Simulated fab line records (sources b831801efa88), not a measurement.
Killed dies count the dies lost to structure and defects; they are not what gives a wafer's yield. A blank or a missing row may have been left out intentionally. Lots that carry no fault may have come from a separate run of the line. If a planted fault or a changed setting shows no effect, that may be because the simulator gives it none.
Chamber matching	flow sky130	SKY_CAPM_CVD_00 on pecvd-02: 3 sister chambers
The step deposits SiO2, target thk 15.5 nm. 6 wafers are shown with their chamber, then 9 later ones without.

## EACH WAFER AND ITS CHAMBER
wafer	chamber	heater_power_w (W)
L089.2	1	831
L089.4	1	819
L089.6	0	747
L090.2	2	855
L090.3	0	713
L090.5	2	842

## WAFERS WHOSE CHAMBER IS MISSING
wafer	heater_power_w (W)
L091.1	966
L091.2	797
L091.3	749
L091.4	745
L091.5	940
L091.6	812
L097.2	938
L097.3	738
L097.4	720

## THE CHAMBER EACH PASSED THROUGH
wafer	from the rows above	in truth
L091.1	can't be placed: 2 or 1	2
L091.2	can't be placed: 1 or 2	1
L091.3	0	0
L091.4	0	0
L091.5	can't be placed: 2 or 1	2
L091.6	can't be placed: 1 or 2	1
L097.2	can't be placed: 2 or 1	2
L097.3	0	0
L097.4	0	0
Placed correctly: 4 of 9. These rows do not allow placing 5 (true chamber among the candidates in 5). Number placed wrongly: 0.
How it was worked out, from the rows above alone: a wafer's distance from a chamber is the root of the sum, over the readings, of the square of ((its reading less the chamber's mean) divided by the reading's scatter). The wafer belongs to the nearest chamber; if the next one is less than 2 further off, it can't be placed. Each chamber's mean is taken over the wafers shown for it. How the scatter is found: for the shown wafers, subtract from each reading the mean of its chamber, square and add these, divide the total by (wafers less chambers), then take the root.
